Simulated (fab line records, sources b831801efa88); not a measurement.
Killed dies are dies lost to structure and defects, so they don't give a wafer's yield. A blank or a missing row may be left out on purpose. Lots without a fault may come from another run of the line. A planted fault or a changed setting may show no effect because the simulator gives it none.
Chamber matching | flow gf180mcu | GF_V3_ETCH_16 on rie_diel-02: 4 sister chambers
The step etches BARC in N2/H2. 16 wafers are shown with their chamber, then 8 later ones without.

WAFERS WITH THEIR CHAMBER
wafer  | chamber | drypump_motor_current_A (A) | h2_flow_sccm (sccm) | oes_product_au (a.u.)
L573.2 | 0       | 5.1                         | 199.5               | 0.856
L573.3 | 2       | 6.6                         | 200.0               | 0.860
L573.5 | 0       | 5.1                         | 199.6               | 0.854
L574.1 | 2       | 6.6                         | 200.3               | 0.862
L574.3 | 0       | 5.1                         | 199.6               | 0.859
L574.5 | 0       | 5.1                         | 199.2               | 0.851
L581.1 | 2       | 6.6                         | 200.1               | 0.854
L581.3 | 1       | 5.3                         | 200.4               | 0.861
L581.6 | 2       | 6.6                         | 200.2               | 0.854
L584.1 | 2       | 6.5                         | 199.6               | 0.854
L584.3 | 3       | 6.0                         | 200.3               | 0.862
L584.6 | 2       | 6.5                         | 198.6               | 0.858
L587.1 | 3       | 6.0                         | 200.5               | 0.849
L587.4 | 0       | 5.1                         | 199.4               | 0.853
L587.5 | 0       | 5.1                         | 199.4               | 0.855
L591.1 | 2       | 6.6                         | 199.1               | 0.866

SIGNATURES (means of the wafers above)
reading                 | chamber 0 | chamber 1 | chamber 2 | chamber 3 | scatter within a chamber
drypump_motor_current_A | 5.100     | 5.300     | 6.571     | 6.000     | 0.0345
h2_flow_sccm            | 199.450   | 200.400   | 199.700   | 200.400   | 0.463
oes_product_au          | 0.85467   | 0.86100   | 0.85829   | 0.85550   | 0.00459
Rule: a wafer's distance from a chamber is the root of the sum, over the readings, of the square of ((its reading less the chamber's mean) divided by the reading's scatter). The wafer belongs to the nearest chamber; if the next one is less than 2 further off, it can't be placed. The scatter: the root of (the sum of the squares of (reading less its chamber's mean) over the shown wafers, divided by (wafers less chambers)).

WAFERS WITHOUT THEIR CHAMBER
wafer  | drypump_motor_current_A (A) | h2_flow_sccm (sccm) | oes_product_au (a.u.)
L591.3 | 5.3                         | 200.4               | 0.852
L591.6 | 6.6                         | 199.1               | 0.856
L593.1 | 6.6                         | 200.0               | 0.854
L593.2 | 5.3                         | 200.4               | 0.863
L593.4 | 5.1                         | 201.2               | 0.845
L595.1 | 6.6                         | 201.2               | 0.846
L595.2 | 6.0                         | 200.5               | 0.859
L595.3 | 5.1                         | 200.6               | 0.854

WHICH CHAMBER EACH WENT THROUGH
wafer  | from the rows above | in truth
L591.3 | 1                   | 1
L591.6 | 2                   | 2
L593.1 | 2                   | 2
L593.2 | 1                   | 1
L593.4 | 0                   | 0
L595.1 | 2                   | 2
L595.2 | 3                   | 3
L595.3 | 0                   | 0
Placed correctly: 8 of 8. Can't be placed from these rows: 0. Placed wrongly: 0.
